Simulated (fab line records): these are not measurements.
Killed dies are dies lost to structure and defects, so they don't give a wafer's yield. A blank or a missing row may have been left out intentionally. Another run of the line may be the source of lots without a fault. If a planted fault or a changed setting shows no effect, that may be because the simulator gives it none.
One fault seen from 2 desks + flow sky130 + what lay behind the numbers comes last; until then each desk has only its own

AT THE TOOL OWNER'S DESK: implanter-01
The tool's own readings at SKY_LDD_LDN_IMPLANT_09, given as means over the sampled wafers that have a number, one for each lot that went through this tool. The brackets show how far a lot's mean lies from the usual mean; more than 4 standard deviations puts the lot out of limits, marked OUT.
Columns: A = beamOnS at SKY_LDD_LDN_IMPLANT_09, usual 10.02 s
| lot  | first seen here | A     |
|------|-----------------|-------|
| L899 | day 25 00:44    | 9.72  |
| L904 | day 26 21:55    | 9.95  |
| L908 | day 28 01:29    | 9.96  |
| L909 | day 28 08:20    | 9.93  |
| L910 | day 28 17:22    | 10.20 |
This desk's verdict: no lot among the 5 shows anything out of limits.

METROLOGY DESK
Lot by lot, what the gauges showed, no matter which tool ran the lot: averages of those sampled wafers that carry a number. The brackets show how far a lot's mean lies from the usual mean; more than 4 standard deviations puts the lot out of limits, marked OUT.
Columns: A = LDD_HVP_TW at SKY_LDD_HVP_TW_MEAS_10, usual 456; B = LDD_LDN_OVL at SKY_LDD_LDN_OVL_MEAS_07, usual -0.5 nm; C = LDD_LDN_TW at SKY_LDD_LDN_TW_MEAS_13, usual 1474; D = SPACER_CVD_00_THK at SKY_SPACER_THK_MEAS_01, usual 43.3 nm; E = cdNm at SKY_POLY_CUT_CD_MEAS_08, usual 270.4 nm; F = POLY_CUT_OVL at SKY_POLY_CUT_OVL_MEAS_09, usual -3 nm; G = cdNm at SKY_SD_P_CD_MEAS_07, usual 380.7 nm
| lot  | first seen here | A   | B    | C    | D    | E     | F  | G     |
|------|-----------------|-----|------|------|------|-------|----|-------|
| L894 | day 22 01:43    | 457 | 1.0  | 1452 | 43.8 | 270.8 | -8 | 381.4 |
| L899 | day 23 18:55    | 462 | -0.4 | 1480 | 43.0 | 269.7 | 2  | 378.7 |
| L902 | day 24 17:07    | 456 | 0.1  | 1497 | 43.3 | 270.6 | 6  | 381.2 |
| L904 | day 25 16:50    | 456 | -2.5 | 1487 | 43.5 | 268.4 | 1  | 378.9 |
| L908 | day 26 20:46    | 449 | -0.2 | 1483 | 43.7 | 270.4 | -5 | 379.3 |
| L909 | day 27 04:43    | 462 | -2.4 | 1471 | 43.2 | 268.7 | -4 | 381.0 |
| L910 | day 27 13:37    | 459 | -0.1 | 1469 | 43.4 | 271.0 | 0  | 380.1 |
This desk's verdict: no lot among the 7 shows anything out of limits.

TAKEN TOGETHER
The desk of the tool owner found nothing out of limits.
From the metrology desk's view, nothing was out of limits.

WHAT HAD BEEN PUT IN BY THE SIMULATOR
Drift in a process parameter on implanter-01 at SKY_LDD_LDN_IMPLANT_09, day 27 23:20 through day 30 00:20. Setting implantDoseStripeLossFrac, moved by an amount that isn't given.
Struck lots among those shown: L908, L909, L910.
